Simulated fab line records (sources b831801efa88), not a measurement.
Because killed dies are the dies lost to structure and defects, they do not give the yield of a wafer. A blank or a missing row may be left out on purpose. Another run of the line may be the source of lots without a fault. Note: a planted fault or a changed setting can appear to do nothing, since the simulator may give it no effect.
What tool caused it? | flow gf180mcu | 13 lots, 39 wafers sampled, at 5 steps of a route of 602

== WHAT EACH GAUGE READ, for each wafer ==
GF_V2_CD_MEAS_14: target cd 260 nm. Usual: cd_nm 260.1 nm, standard deviation 1.1.
lot  | measured     | on        | cd_nm (nm)        | flag
L293 | day 21 11:11 | cd_sem-02 | 258.4 258.1 258.3 |
L294 | day 21 18:36 | cd_sem-02 | 259.6 260.5 260.7 |
L295 | day 21 23:26 | cd_sem-02 | 262.0 262.1 260.8 |
L297 | day 22 21:53 | cd_sem-01 | 259.7 259.9 259.5 |
L299 | day 23 15:17 | cd_sem-01 | 261.3 260.2 261.3 |
L300 | day 23 20:20 | cd_sem-02 | 258.7 259.8 258.6 |
L302 | day 24 14:00 | cd_sem-02 | 260.8 260.5 260.6 |
L304 | day 25 05:05 | cd_sem-02 | 260.0 259.1 258.5 |
L306 | day 25 17:35 | cd_sem-02 | 259.6 259.9 259.9 |
L307 | day 26 00:56 | cd_sem-02 | 259.6 258.3 259.1 |
L309 | day 26 15:38 | cd_sem-02 | 261.0 262.0 261.4 |
L311 | day 27 07:36 | cd_sem-01 | 258.7 259.4 259.3 |
L312 | day 27 18:14 | cd_sem-02 | 259.6 259.1 260.3 |

GF_V2_THK_MEAS_25: measures by xrf. Usual: V2_W_THK 335 nm, standard deviation 4.8.
lot  | measured     | on            | V2_W_THK (nm) | flag
L293 | day 21 12:20 | film_metro-03 | 332 329 332   |
L294 | day 21 19:44 | film_metro-04 | 337 333 342   |
L295 | day 22 00:35 | film_metro-03 | 330 333 336   |
L297 | day 22 23:02 | film_metro-04 | 333 337 337   |
L299 | day 23 16:32 | film_metro-02 | 340 343 340   |
L300 | day 23 21:35 | film_metro-03 | 335 336 333   |
L302 | day 24 15:08 | film_metro-03 | 335 334 337   |
L304 | day 25 06:14 | film_metro-03 | 328 327 322   |
L306 | day 25 18:44 | film_metro-04 | 338 331 338   |
L307 | day 26 02:05 | film_metro-02 | 332 331 334   |
L309 | day 26 16:47 | film_metro-04 | 332 333 334   |
L311 | day 27 08:46 | film_metro-02 | 335 332 333   |
L312 | day 27 19:23 | film_metro-04 | 343 341 333   |

== TOOL THAT RAN EACH LOT (tool first, then ch and the chambers of the sampled wafers, then the start) ==
lot  | GF_MVPSD_COAT_02                 | GF_MVPSD_STRIP_10                    | GF_V2_STRIP_18
L293 | litho_track-04 ch 0, day 5 08:17 | plasma_asher-03 ch 0,1, day 5 16:07  | plasma_asher-03 ch 0,1, day 21 11:28
L294 | litho_track-03 ch 0, day 5 13:38 | plasma_asher-03 ch 0,1, day 5 21:50  | plasma_asher-01 ch 0,1, day 21 18:52
L295 | litho_track-02 ch 0, day 5 17:38 | plasma_asher-04 ch 0,1, day 6 01:29  | plasma_asher-01 ch 1, day 21 23:43
L297 | litho_track-02 ch 0, day 6 08:20 | plasma_asher-03 ch 0,1, day 6 16:19  | plasma_asher-04 ch 0,1, day 22 22:10
L299 | litho_track-04 ch 0, day 6 18:32 | plasma_asher-04 ch 0,1, day 7 02:49  | plasma_asher-04 ch 0,1, day 23 15:34
L300 | litho_track-04 ch 0, day 6 21:35 | plasma_asher-04 ch 0,1, day 7 06:25  | plasma_asher-03 ch 0,1, day 23 20:37
L302 | litho_track-04 ch 0, day 7 13:19 | plasma_asher-01 ch 0,1, day 7 21:47  | plasma_asher-04 ch 0,1, day 24 14:16
L304 | litho_track-04 ch 0, day 7 23:17 | plasma_asher-01 ch 0,1, day 8 08:20  | plasma_asher-04 ch 0,1, day 25 05:22
L306 | litho_track-04 ch 0, day 8 11:05 | plasma_asher-01 ch 0,1, day 8 19:56  | plasma_asher-03 ch 0,1, day 25 17:52
L307 | litho_track-02 ch 0, day 8 15:50 | plasma_asher-01 ch 0,1, day 9 00:53  | plasma_asher-03 ch 1, day 26 01:13
L309 | litho_track-04 ch 0, day 9 02:47 | plasma_asher-01 ch 0, day 9 12:20    | plasma_asher-01 ch 0,1, day 26 15:55
L311 | litho_track-03 ch 0, day 9 17:11 | plasma_asher-01 ch 0,1, day 10 02:32 | plasma_asher-04 ch 0,1, day 27 07:52
L312 | litho_track-02 ch 0, day 9 22:41 | plasma_asher-01 ch 0,1, day 10 08:01 | plasma_asher-01 ch 0,1, day 27 18:31
- GF_MVPSD_COAT_02: resist thk 3000 nm.
- GF_MVPSD_STRIP_10: strips in O2/N2.
- GF_V2_STRIP_18: strips in O2/N2.

== AS READ BY THE TOOLS THEMSELVES (means over the sampled wafers that have a number; for cases with no such wafer, the mark the record gives instead) ==
GF_MVPSD_STRIP_10. Usual: drypump_motor_current_A 5.7 A, standard deviation 0.46; heater_power_w 349 W, standard deviation 35; oes_product_au 0.722 a.u., standard deviation 0.0045; strip_time_to_endpoint_s 36.94 s, standard deviation 0.087.
lot  | tool            | drypump_motor_current_A (A) | heater_power_w (W) | oes_product_au (a.u.) | strip_time_to_endpoint_s (s) | flag
L293 | plasma_asher-03 | 5.7                         | 355                | 0.724                 | 36.77                        |
L294 | plasma_asher-03 | 5.9                         | 357                | 0.724                 | 36.96                        |
L295 | plasma_asher-04 | 6.3                         | 305                | 0.726                 | 36.98                        |
L297 | plasma_asher-03 | 5.9                         | 363                | 0.719                 | 37.03                        |
L299 | plasma_asher-04 | 6.4                         | 301                | 0.724                 | 36.84                        |
L300 | plasma_asher-04 | 6.3                         | 306                | 0.722                 | 36.87                        |
L302 | plasma_asher-01 | 5.5                         | 356                | 0.724                 | 36.93                        |
L304 | plasma_asher-01 | 5.5                         | 352                | 0.723                 | 37.01                        |
L306 | plasma_asher-01 | 5.5                         | 362                | 0.716                 | 22.28                        | OFF
L307 | plasma_asher-01 | 5.3                         | 376                | 0.722                 | 37.02                        |
L309 | plasma_asher-01 | 5.1                         | 399                | 0.718                 | 22.33                        | OFF
L311 | plasma_asher-01 | 5.3                         | 377                | 0.722                 | 36.96                        |
L312 | plasma_asher-01 | 5.3                         | 380                | 0.727                 | 36.94                        |

GF_V2_STRIP_18. Usual: drypump_motor_current_A 5.9 A, standard deviation 0.48; heater_power_w 334 W, standard deviation 37; oes_product_au 0.593 a.u., standard deviation 0.0049.
lot  | tool            | drypump_motor_current_A (A) | heater_power_w (W) | oes_product_au (a.u.) | flag
L293 | plasma_asher-03 | 5.9                         | 363                | 0.591                 |
L294 | plasma_asher-01 | 5.5                         | 350                | 0.596                 |
L295 | plasma_asher-01 | 5.7                         | 318                | 0.591                 |
L297 | plasma_asher-04 | 6.1                         | 316                | 0.595                 |
L299 | plasma_asher-04 | 6.1                         | 306                | 0.593                 |
L300 | plasma_asher-03 | 5.9                         | 366                | 0.597                 |
L302 | plasma_asher-04 | 6.1                         | 311                | 0.589                 |
L304 | plasma_asher-04 | 6.4                         | 293                | 0.594                 |
L306 | plasma_asher-03 | 5.9                         | 363                | 0.592                 |
L307 | plasma_asher-03 | 5.5                         | 339                | 0.593                 |
L309 | plasma_asher-01 | 5.5                         | 349                | 0.585                 |
L311 | plasma_asher-04 | 6.1                         | 315                | 0.590                 |
L312 | plasma_asher-01 | 5.5                         | 351                | 0.590                 |

== THE ANSWER, worked out from the rows above alone ==
Rule: a lot counts as off when the mean over its wafers that have a number is more than 3 standard deviations away from the usual mean. A lot without any number at a reading at which 4 lots or more have one is off too. Where the step has rows for the other lots, those lots are counted as sound. First the gauges in route order, then the tools' own readings, where a lot's mean is used as printed above. At the first step where some lot is off, the reading lying furthest off is the one used; lots without a number count as furthest.
Off: L306, L309 (GF_MVPSD_STRIP_10, strip_time_to_endpoint_s).
If a tool, at that step or one of the process steps before it, ran each lot that is off and ran no sound lot following the first of them, it fits. One fits: GF_MVPSD_COAT_02 on litho_track-04. Its last sound lot is L304 (day 7 23:17), its first lot that is off L306 (day 8 11:05): a fault that began between those two fits.

== WHAT WAS PUT IN BY THE SIMULATOR ==
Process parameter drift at GF_MVPSD_COAT_02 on litho_track-04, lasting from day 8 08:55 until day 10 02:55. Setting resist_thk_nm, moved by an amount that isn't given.
Shown lots that were struck: L306, L309. The rule above reached the same finding.
